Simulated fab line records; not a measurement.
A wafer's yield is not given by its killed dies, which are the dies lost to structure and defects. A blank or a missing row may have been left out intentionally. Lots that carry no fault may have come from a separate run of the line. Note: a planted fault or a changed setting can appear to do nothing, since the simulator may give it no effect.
fab line records	flow sky130
[record] lots = 11	wafers = 33	lastDay = 50
route steps=708 shown RES_XHIGH@360 LI_CONTACT@378 LOCAL_INTERCONNECT@388 CONTACT@430
lots that met no fault: from a run of the same line without faults
startH: hours from the record's opening day to when the first of the lot's shown wafers began	waitH: how many hours have passed since the lot's step before this one	" the same as in the row above	L1.1+2: one row covering several wafers at once	- no value, or no start was given	* or withheld: withheld	< > ~ a bound
route shown NAME@n: a module of which the file shows steps, and the number in the route of the first	usual: mean and standard deviation over wafers with no fault	same: alike in all rows	chamber/n: place in a boat	sites: each site's reading	_std_site: the values' standard deviation	_edge_site: outer sites' mean less inner sites'	radiusMm: for every site, how far away it sits from the centre of the wafer	mask NAME#n: copy n	behind: tool/chamber where the wafer was last shaped	hold: why the lot went on hold/how many hours it stayed there/how the hold came to an end	device: which transistor (n, p or np) failed to switch	end of line: the same wafers' tests at the end of the route	where a step has no rows: the recipe by itself	killed: at the first sort, the dies lost to defects and structure; wafer yield is something else	map: per-die view of a wafer (x killed, . not killed, _ where there is no die)
set.NAME: setting as actually run; set.NAME@STEP: the setting as run at that earlier step	model.NAME: the simulator's own value behind a step, which no gauge read
the route's steps for a sample of lots (tables are steps, rows are wafers)
services: a tool's chamber out of use, with start hour (startH, from the record's first day; less than 0 if before it), hours out, and reason
[[steps]]
[step SKY_SD_N_RS_MEAS_18]
[recipe] thkMeasGauge = four-point-probe
[usual] RES_XHIGH_RS = 332.8/1.1
lot.wafer	tool	chamber	startH	waitH	RES_XHIGH_RS[ohm/sq]
L891.3	filmMetro-03	-	664.73	0.1	332.8
L891.4	"	-	"	"	331.5
L891.6	"	-	"	"	333.0
L893.3	filmMetro-03	-	673.41	0.1	332.7
L893.4	"	-	"	"	332.8
L893.5	"	-	"	"	332.7
L896.1	filmMetro-01	-	680.39	0.1	331.8
L896.3	"	-	"	"	331.1
L896.4	"	-	"	"	331.6
L895.3	filmMetro-01	-	684.53	0.1	333.6
L895.5	"	-	"	"	335.0
L895.6	"	-	"	"	333.4
L904.2	filmMetro-01	-	752.07	0.1	334.5
L904.4	"	-	"	"	334.8
L904.6	"	-	"	"	332.8
L905.2	filmMetro-01	-	767.59	0.1	332.4
L905.3	"	-	"	"	331.6
L905.4	"	-	"	"	330.6
L906.1	filmMetro-01	-	781.33	0.1	331.7
L906.3	"	-	"	"	330.9
L906.6	"	-	"	"	332.0
L909.1	filmMetro-03	-	794.13	0.1	332.4
L909.5	"	-	"	"	333.1
L909.6	"	-	"	"	333.1
L912.2	filmMetro-03	-	814.80	0.1	332.2
L912.4	"	-	"	"	332.6
L912.5	"	-	"	"	332.0
L914.1	filmMetro-01	-	819.93	0.1	332.4
L914.4	"	-	"	"	331.3
L914.5	"	-	"	"	332.0
L913.1	filmMetro-01	-	822.54	0.1	333.3
L913.2	"	-	"	"	332.9
L913.4	"	-	"	"	331.5
[step SKY_LI_CONTACT_STRIP_16]
[recipe] chemistry = O2/N2	powerW = 1400	pressureMtorr = 1500	platenTempC = withheld	o2FlowSccm = 3000	n2FlowSccm = 300	overashFraction = 0.5
[usual] drypumpMotorCurrentA = 5.92/0.17	oesProductAu = 0.375/0.0046	stripTimeToEndpointS = 3.49/0.037
lot.wafer	tool	chamber	startH	waitH	drypumpMotorCurrentA	oesProductAu	rfHoursCounterH	stripTimeToEndpointS
L891.3	plasmaAsher-04	1	694.16	-	6.04	0.373	-	3.54
L891.4	"	0	"	"	5.75	0.370	-	3.47
L891.6	"	1	"	"	6.08	0.374	-	3.50
L893.3	plasmaAsher-04	1	703.25	-	6.03	0.374	-	3.45
L893.4	"	0	"	"	5.79	0.376	-	3.42
L893.5	"	0	"	"	5.77	0.376	-	3.42
L896.1	plasmaAsher-01	1	709.27	-	6.23	0.379	27	3.49
L896.3	"	0	"	"	5.91	0.379	-	3.48
L896.4	"	1	"	"	6.22	0.375	-	3.46
L895.3	plasmaAsher-02	1	713.56	-	5.75	0.382	-	3.48
L895.5	"	0	"	"	5.82	0.370	-	3.50
L895.6	"	1	"	"	5.76	0.379	-	3.40
L904.2	plasmaAsher-01	1	780.27	-	6.21	0.368	36	3.48
L904.4	"	0	"	"	5.91	0.367	-	3.53
L904.6	"	0	"	"	5.91	0.376	-	3.50
L905.2	plasmaAsher-02	0	794.88	-	5.83	0.371	66	3.41
L905.3	"	0	"	"	5.84	0.371	-	3.46
L905.4	"	1	"	"	5.77	0.375	-	3.48
L906.1	plasmaAsher-02	1	808.37	-	5.76	0.381	68	3.49
L906.3	"	0	"	"	5.85	0.375	-	3.46
L906.6	"	1	"	"	5.74	0.373	-	3.47
L909.1	plasmaAsher-01	0	821.27	-	5.92	0.383	40	3.52
L909.5	"	0	"	"	5.91	0.363	-	3.48
L909.6	"	1	"	"	6.22	0.375	-	3.55
L912.2	plasmaAsher-02	1	841.62	-	5.72	0.375	72	3.46
L912.4	"	0	"	"	5.85	0.374	-	3.54
L912.5	"	0	"	"	5.86	0.374	-	3.43
L914.1	plasmaAsher-01	0	846.72	-	5.90	0.376	42	3.52
L914.4	"	0	"	"	5.91	0.374	-	3.50
L914.5	"	1	"	"	6.20	0.373	-	3.46
L913.1	plasmaAsher-04	0	849.57	-	5.72	0.372	103	3.47
L913.2	"	1	"	"	6.01	0.367	103	3.45
L913.4	"	0	"	"	5.75	0.371	-	3.42
[step SKY_LOCAL_INTERCONNECT_RS_MEAS_01]
[recipe] thkMeasGauge = four-point-probe	reads = TiN_of_LOCAL_INTERCONNECT_SPUTTER_00
[usual] LOCAL_INTERCONNECT_TIN_RS = 14.11/0.16
lot.wafer	tool	chamber	startH	waitH	LOCAL_INTERCONNECT_TIN_RS[ohm/sq]
L891.3	filmMetro-01	-	695.27	0.1	14.06
L891.4	"	-	"	"	14.08
L891.6	"	-	"	"	14.14
L893.3	filmMetro-02	-	704.36	0.1	13.94
L893.4	"	-	"	"	13.84
L893.5	"	-	"	"	13.98
L896.1	filmMetro-01	-	710.37	0.0	13.98
L896.3	"	-	"	"	14.07
L896.4	"	-	"	"	13.94
L895.3	filmMetro-01	-	714.67	0.1	14.16
L895.5	"	-	"	"	14.26
L895.6	"	-	"	"	14.21
L904.2	filmMetro-02	-	781.43	0.1	14.12
L904.4	"	-	"	"	14.10
L904.6	"	-	"	"	14.09
L905.2	filmMetro-02	-	796.00	0.1	14.45
L905.3	"	-	"	"	14.37
L905.4	"	-	"	"	14.39
L906.1	filmMetro-01	-	809.49	0.0	14.02
L906.3	"	-	"	"	14.16
L906.6	"	-	"	"	14.11
L909.1	filmMetro-02	-	822.37	0.0	14.13
L909.5	"	-	"	"	14.15
L909.6	"	-	"	"	14.06
L912.2	filmMetro-02	-	842.74	0.1	14.11
L912.4	"	-	"	"	13.93
L912.5	"	-	"	"	14.03
L914.1	filmMetro-03	-	847.82	0.0	14.15
L914.4	"	-	"	"	14.20
L914.5	"	-	"	"	14.35
L913.1	filmMetro-02	-	850.69	0.0	14.15
L913.2	"	-	"	"	14.23
L913.4	"	-	"	"	14.14
[step SKY_CONTACT_CVD_24]
[recipe] material = W	targetThkNm = 340	timeS = 102.12	tempC = 400	pressureTorr = 40
[usual] heaterPowerW = 938/110	susceptorTempC = 399.99/0.23
lot.wafer	tool	chamber	startH	waitH	heaterPowerW	susceptorTempC
L891.3	cvdW-01	1	753.90	0.1	1021	400.51
L891.4	"	0	"	"	812	399.84
L891.6	"	1	"	"	1028	400.35
L893.3	cvdW-01	1	762.95	0.1	1034	399.78
L893.4	"	1	"	"	1028	400.15
L893.5	"	1	"	"	1031	399.84
L896.1	cvdW-01	1	768.36	0.0	1037	399.95
L896.3	"	1	"	"	1009	399.59
L896.4	"	0	"	"	805	399.96
L895.3	cvdW-01	1	772.49	0.1	1020	399.71
L895.5	"	1	"	"	1013	400.25
L895.6	"	0	"	"	798	399.76
L904.2	cvdW-02	0	835.58	0.0	861	399.75
L904.4	"	0	"	"	829	399.78
L904.6	"	1	"	"	1049	399.66
L905.2	cvdW-02	1	849.98	0.0	1011	399.94
L905.3	"	1	"	"	1057	399.98
L905.4	"	0	"	"	845	399.83
L906.1	cvdW-01	0	863.59	0.0	808	400.10
L906.3	"	0	"	"	794	400.27
L906.6	"	1	"	"	1033	399.53
L909.1	cvdW-01	0	875.61	0.0	811	400.19
L909.5	"	0	"	"	821	400.39
L909.6	"	1	"	"	1021	400.02
L912.2	cvdW-01	0	895.21	0.0	798	399.98
L912.4	"	0	"	"	813	399.86
L912.5	"	0	"	"	820	399.85
L914.1	cvdW-01	1	900.91	0.0	1022	399.82
L914.4	"	0	"	"	811	400.26
L914.5	"	1	"	"	1017	400.52
L913.1	cvdW-01	0	903.27	0.0	815	399.90
L913.2	"	1	"	"	1016	399.69
L913.4	"	1	"	"	1039	399.81
[step SKY_CONTACT_RS_MEAS_25]
[recipe] thkMeasGauge = four-point-probe	reads = W_of_CONTACT_CVD_24+TiN_of_CONTACT_SPUTTER_23
[usual] CONTACT_W_RS = 0.331/0.0069
lot.wafer	tool	chamber	startH	waitH	CONTACT_W_RS[ohm/sq]
L891.3	filmMetro-01	-	754.02	0.1	0.322
L891.4	"	-	"	"	0.331
L891.6	"	-	"	"	0.325
L893.3	filmMetro-01	-	763.13	0.2	0.261
L893.4	"	-	"	"	0.263
L893.5	"	-	"	"	0.324
L896.1	filmMetro-02	-	768.47	0.1	0.325
L896.3	"	-	"	"	0.261
L896.4	"	-	"	"	0.272
L895.3	filmMetro-01	-	772.61	0.1	0.262
L895.5	"	-	"	"	0.325
L895.6	"	-	"	"	0.333
L904.2	filmMetro-04	-	835.71	0.1	0.337
L904.4	"	-	"	"	0.340
L904.6	"	-	"	"	0.338
L905.2	filmMetro-04	-	850.11	0.1	0.339
L905.3	"	-	"	"	0.338
L905.4	"	-	"	"	0.346
L906.1	filmMetro-04	-	863.70	0.1	0.332
L906.3	"	-	"	"	0.327
L906.6	"	-	"	"	0.323
L909.1	filmMetro-01	-	875.72	0.1	0.334
L909.5	"	-	"	"	0.331
L909.6	"	-	"	"	0.323
L912.2	filmMetro-01	-	895.34	0.1	0.333
L912.4	"	-	"	"	0.335
L912.5	"	-	"	"	0.332
L914.1	filmMetro-01	-	901.02	0.1	0.318
L914.4	"	-	"	"	0.335
L914.5	"	-	"	"	0.323
L913.1	filmMetro-04	-	903.38	0.1	0.336
L913.2	"	-	"	"	0.321
L913.4	"	-	"	"	0.320
[step SKY_CONTACT_THK_MEAS_26]
[recipe] thkMeasGauge = xrf	reads = W_of_CONTACT_CVD_24
[usual] CONTACT_W_THK = 350/7.9
lot.wafer	tool	chamber	startH	waitH	CONTACT_W_THK[nm]
L891.3	filmMetro-01	-	754.12	0.1	362
L891.4	"	-	"	"	351
L891.6	"	-	"	"	359
L893.3	filmMetro-01	-	763.23	0.1	448
L893.4	"	-	"	"	447
L893.5	"	-	"	"	357
L896.1	filmMetro-02	-	768.59	0.1	353
L896.3	"	-	"	"	438
L896.4	"	-	"	"	421
L895.3	filmMetro-01	-	772.71	0.1	443
L895.5	"	-	"	"	355
L895.6	"	-	"	"	348
L904.2	filmMetro-04	-	835.82	0.1	341
L904.4	"	-	"	"	339
L904.6	"	-	"	"	342
L905.2	filmMetro-04	-	850.22	0.1	345
L905.3	"	-	"	"	344
L905.4	"	-	"	"	339
L906.1	filmMetro-04	-	863.82	0.1	352
L906.3	"	-	"	"	353
L906.6	"	-	"	"	364
L909.1	filmMetro-01	-	875.84	0.1	347
L909.5	"	-	"	"	349
L909.6	"	-	"	"	359
L912.2	filmMetro-01	-	895.45	0.1	345
L912.4	"	-	"	"	345
L912.5	"	-	"	"	348
L914.1	filmMetro-01	-	901.14	0.1	362
L914.4	"	-	"	"	345
L914.5	"	-	"	"	359
L913.1	filmMetro-04	-	903.50	0.1	345
L913.2	"	-	"	"	360
L913.4	"	-	"	"	362
[step SKY_CONTACT_CMP_27]
[recipe] stopOn = SiO2	tOverpolishS = 15	downForcePsi = 3.5	platenRpm = 60	targetThkNm = 0	padVelocityMS = 0.94248
[usual] headPressurePsi = 3.500/0.0068	motorCurrentA = 11.6/2	timeToEndpointS = 82/5.1
lot.wafer	tool	chamber	startH	waitH	headPressurePsi	motorCurrentA	timeToEndpointS
L891.3	cmp-02	0	754.16	0.0	3.487	10.3	84
L891.4	"	1	"	"	3.495	13.1	75
L891.6	"	0	"	"	3.500	11.9	82
L893.4	cmp-02	2	763.27	0.0	3.505	9.6	105
L893.3	"	0	"	"	3.494	11.3	103
L893.5	"	3	"	"	3.519	12.7	80
L896.4	cmp-01	2	768.70	0.1	3.495	15.0	98
L896.1	"	3	"	"	3.497	10.7	90
L896.3	"	0	"	"	3.497	9.6	106
L895.3	cmp-01	0	772.85	0.1	3.495	9.3	104
L895.5	"	2	"	"	3.492	15.9	83
L895.6	"	3	"	"	3.500	11.5	85
L904.2	cmp-01	1	835.92	0.1	3.496	9.8	72
L904.4	"	3	"	"	3.510	10.9	81
L904.6	"	0	"	"	3.501	9.3	76
L905.3	cmp-02	3	850.27	0.0	3.489	12.7	76
L905.4	"	0	"	"	3.500	10.9	76
L905.2	"	1	"	"	3.498	12.4	76
L906.1	cmp-01	1	863.93	0.1	3.495	10.3	83
L906.3	"	2	"	"	3.498	15.4	88
L906.6	"	1	"	"	3.496	9.9	84
L909.1	cmp-02	2	876.05	0.2	3.503	9.5	78
L909.5	"	3	"	"	3.495	12.5	74
L909.6	"	0	"	"	3.498	10.7	81
L912.4	cmp-01	2	895.55	0.1	3.500	14.9	84
L912.2	"	3	"	"	3.494	11.0	90
L912.5	"	2	"	"	3.499	15.3	85
L914.1	cmp-01	2	901.20	0.1	3.502	14.8	84
L914.4	"	1	"	"	3.510	9.5	78
L914.5	"	3	"	"	3.514	10.9	90
L913.1	cmp-01	2	903.56	0.1	3.500	15.7	84
L913.4	"	3	"	"	3.503	10.7	91
L913.2	"	0	"	"	3.498	9.6	89
[[services]]
tool	chamber	startH	hours	kind
cmp-01	-	671.19	1.4	repair
cvdW-02	-	673.49	0.7	repair
cmp-02	-	681.95	4.1	repair
cvdW-02	0	720.41	2.9	repair
cmp-01	-	736.47	1.0	repair
plasmaAsher-04	-	739.21	3.4	repair
cmp-02	-	744.00	4.0	pm
cmp-02	-	748.00	-	consumableReplace:conditioner
cmp-02	-	748.00	-	consumableReplace:pad
cvdW-01	0	755.52	10.2	repair
plasmaAsher-02	-	766.52	1.3	repair
cvdW-01	-	779.08	6.9	pm
plasmaAsher-01	-	834.80	2.2	repair
plasmaAsher-02	-	851.03	0.5	repair
plasmaAsher-04	-	860.28	6.9	repair
cmp-01	-	860.38	0.3	repair
plasmaAsher-02	-	861.75	1.2	repair
cvdW-02	-	880.81	1.6	repair
cmp-01	-	884.03	6.3	pm
cvdW-01	-	888.48	6.0	pm
cmp-02	-	903.55	0.6	repair
[[key]]
[firstSign] step = SKY_CONTACT_RS_MEAS_25	reading = CONTACT_W_RS	direction = down	sigmas = 9.8	usual = 0.331	struck = 0.264
[effect] step = SKY_CONTACT_THK_MEAS_26	reading = CONTACT_W_THK	direction = up	sigmas = 11	usual = 350	struck = 439
[effect] step = SKY_CONTACT_CMP_27	reading = timeToEndpointS	direction = up	sigmas = 4.1	usual = *	struck = *
metAt SKY_CONTACT_CVD_24
struckLots L893,L895,L896
struckWafers L893.3,L893.4,L895.3,L896.3,L896.4
testerLeftOut L893,L895,L896
notActingAt SKY_SD_N_RS_MEAS_18,SKY_LI_CONTACT_STRIP_16,SKY_LOCAL_INTERCONNECT_RS_MEAS_01
onsetBetween 753.90 762.95
[fault] kind = processParameterDrift	tool = cvdW-01	chamber = -	onsetH = 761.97	steps = SKY_CONTACT_CVD_24	channel = targetThkNm	offset = 82.201	shape = step	endH = 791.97	scope = struckWafersOnly	actsIn = theseRecipesOnly	stated = 340
// testerLeftOut: of these lots the tester's yield and bins aren't shown, on N5 and GAA mostly nor the transistor test; their killed dies are dies lost to structure and defects alone, not to doping, threshold or leakage, so they don't give the yield
